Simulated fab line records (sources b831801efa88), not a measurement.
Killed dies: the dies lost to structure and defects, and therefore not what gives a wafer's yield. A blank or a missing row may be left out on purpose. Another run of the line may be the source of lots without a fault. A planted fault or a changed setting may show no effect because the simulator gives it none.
Struck lot and sound lot, side by side :: flow sky130 :: 33 out of 708 route steps
Sound: wafers L717.2, L717.5, L717.6. Wafers L716.1, L716.2, L716.3 were the ones struck. Last of all comes the cause.
Order at every step that has rows: each side's tool, ch and its chambers, its first start. Under that, the readings that differ: sound wafers :: struck wafers :: difference of the means :: sigmas: that difference in standard deviations of wafers without a fault.
alike: readings whose means differ by less than 2 such deviations, and words and numbers that are the same on both sides. not compared: withheld readings, readings that some wafer has no value for, bounds like >300 that may hide the same value, and numbers for which the record gives no deviation and whose values overlap.
A row with sigmas, a row that says differs or no value, or rows on one side alone: a step with any of these is where the two part. Numbers that don't overlap but have no deviation are shown without sigmas and don't part them. Lack of a reading on every wafer of one side parts them only where that side has two or more wafers.

first, 1 step without rows for these wafers: SKY_METAL1_DEVELOP_14 (develop time 60 s).
SKY_METAL1_CD_MEAS_15 targets a cd of 140 nm.
  sound: cd-sem-02 at day 36 14:35; struck: cd-sem-01 at day 35 23:56
  alike: cd-nm
SKY_METAL1_OVL_MEAS_16:
  sound: overlay-02 at day 36 14:41; struck: overlay-02 at day 36 00:03
  alike: METAL1_OVL
then, 1 step without rows for these wafers: SKY_METAL1_DESCUM_17 (chemistry O2, time 8 s).
SKY_METAL1_ETCH_18: etches BARC in N2/H2, stops on SiO2, time 45.9 s, target depth 60 nm.
  sound on rie-metal-01 ch 0,1, day 36 14:44; struck on rie-metal-04 ch 0,1, day 36 00:07
  alike: drypump-motor-current-A, oes-product-au, rf-fwd-power-W, throttle-valve-pct
  not compared: rf-hours-counter-h
SKY_METAL1_METAL_ETCH_19: etches the open film in Cl2/BCl3, stops on SiO2, target depth 360 nm, time 78 s.
  sound on rie-metal-01 ch 0,1, day 36 14:49; struck on rie-metal-04 ch 0,1, day 36 00:11
  alike: drypump-motor-current-A, oes-product-au, rf-fwd-power-W, throttle-valve-pct
  not compared: rf-hours-counter-h
then, 5 steps without rows for these wafers: SKY_METAL1_STRIP_20 (strips in O2/N2); SKY_METAL1_STRIP_21 (strips in post etch residue remover, time 1200 s); SKY_METAL1_CLEAN_22 (cleans in IPA, time 180 s); SKY_METAL1_CLEAN_23 (cleans in O3/DIW); SKY_VIA1_HDPCVD_00 (deposits SiO2, target thk 1030 nm, time 171.7 s).
SKY_VIA1_THK_MEAS_01:
  sound: film-metro-03 at day 36 15:37; struck: film-metro-03 at day 36 01:02
  alike: VIA1_HDPCVD_THK
SKY_VIA1_CMP_02: polishes SiO2.
  sound on cmp-01 ch 0,1,3, day 36 15:46; struck on cmp-02 ch 0,1,2, day 36 01:05
  no value came back on the struck wafers for edge-zone-pressure-frac, head-pressure-psi (psi), motor-current-A (A), slurry-filter-dp-kPa (kPa); on the sound wafers edge-zone-pressure-frac reads 1.005 0.991 0.997
reading: model.SiO2_of_VIA1_HDPCVD_00.thk-nm (nm)
sound: 346.1 344.1 343.1
struck: 1005 1022 1015
difference: +670
sigmas: 
SKY_VIA1_BOW_MEAS_03:
  sound: film-metro-01 at day 36 15:59; struck: film-metro-03 at day 36 01:23
reading: VIA1_BOW (um)
sound: 79 82 77
struck: 108 113 122
difference: +35
sigmas: +5
then, 8 steps without rows for these wafers: SKY_VIA1_DEHYDRATE_04 (time 60 s); SKY_VIA1_HMDS_05 (prime time 60 s); SKY_VIA1_COAT_06 (resist thk 60 nm); SKY_VIA1_COAT_07 (resist thk 450 nm); SKY_VIA1_SOFTBAKE_08 (time 90 s); SKY_VIA1_EXPOSE_09 (exposes mask VIM, target cd 150 nm); SKY_VIA1_PEB_10; SKY_VIA1_DEVELOP_11 (develop time 60 s).
SKY_VIA1_CD_MEAS_12 targets a cd of 150 nm.
  sound: cd-sem-01 at day 37 18:35; struck: cd-sem-02 at day 37 03:28
reading: cd-nm (nm)
sound: 150.0 151.3 152.8
struck: 147.9 149.0 147.5
difference: -3.2
sigmas: -2
SKY_VIA1_OVL_MEAS_13:
  sound: overlay-02 at day 37 18:41; struck: overlay-02 at day 37 03:35
  alike: VIA1_OVL
then, 1 step without rows for these wafers: SKY_VIA1_ETCH_14 (etches BARC in N2/H2, stops on SiO2, time 45.9 s, target depth 60 nm).
SKY_VIA1_ETCH_15: etches SiO2 in C4F8/O2/Ar, stops on TiN, target depth 351 nm, time 54 s.
  sound on rie-diel-03 ch 0,1, day 37 18:46; struck on rie-diel-04 ch 1,2,3, day 37 03:40
reading: oes-product-au (a.u.)
sound: 0.982 0.977 0.987
struck: 1.624 1.639 1.635
difference: +0.651
sigmas: +99 or more

reading: model.etch.depth-nm (nm)
sound: 346.1 344.1 343.1
struck: 350.7 354.5 352.7
difference: +8.2
sigmas: 

reading: model.VIA1.feature-depth-nm (nm)
sound: 346.1 344.1 343.1
struck: 350.7 354.5 352.7
difference: +8.2
sigmas: 
  alike: rf-fwd-power-W
  not compared: rf-hours-counter-h
SKY_VIA1_STRIP_16: strips in O2/N2.
  sound on plasma-asher-04 ch 0,1, day 37 18:48; struck on plasma-asher-04 ch 0,1, day 37 03:42
  alike: drypump-motor-current-A, oes-product-au, strip-time-to-endpoint-s
  not compared: rf-hours-counter-h
then, 3 steps without rows for these wafers: SKY_VIA1_STRIP_17 (strips in post etch residue remover, time 1200 s); SKY_VIA1_CLEAN_18 (cleans in IPA, time 180 s); SKY_VIA1_CLEAN_19 (cleans in O3/DIW).
SKY_VIA1_SPUTTER_20: material TiN, target thk 20 nm, time 80 s.
  sound: pvd-sputter-03 at day 37 19:44; struck: pvd-sputter-04 at day 37 04:22
  alike: throttle-valve-pct
SKY_VIA1_CVD_21: deposits W, target thk 270 nm, time 80.902 s.
  sound on cvd-w-02 ch 0,1, day 37 19:48; struck on cvd-w-02 ch 0,1, day 37 04:26
  alike: heater-power-w
SKY_VIA1_CMP_24: polishes, stops on SiO2, t overpolish 15 s, target thk 0 nm.
  sound on cmp-02 ch 0,3, day 37 20:07; struck on cmp-02 ch 1,2,3, day 37 04:45
reading: model.SiO2_of_VIA1_HDPCVD_00.thk-nm (nm)
sound: 343 341 339.9
struck: 1002 1019 1012
difference: +670
sigmas: 
  alike: edge-zone-pressure-frac, head-pressure-psi, motor-current-A, slurry-filter-dp-kPa

== WHERE THEY PART ==
At SKY_VIA1_CMP_02 first; at SKY_VIA1_ETCH_15 last (within this record only). Later steps at which nothing parts them and some readings are alike: SKY_VIA1_STRIP_16, SKY_VIA1_SPUTTER_20, SKY_VIA1_CVD_21, SKY_VIA1_CMP_24.

WHY: what the simulator had put in
Entire step skipped (cmp-02, SKY_VIA1_CMP_02), from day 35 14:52 onward. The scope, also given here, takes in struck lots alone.
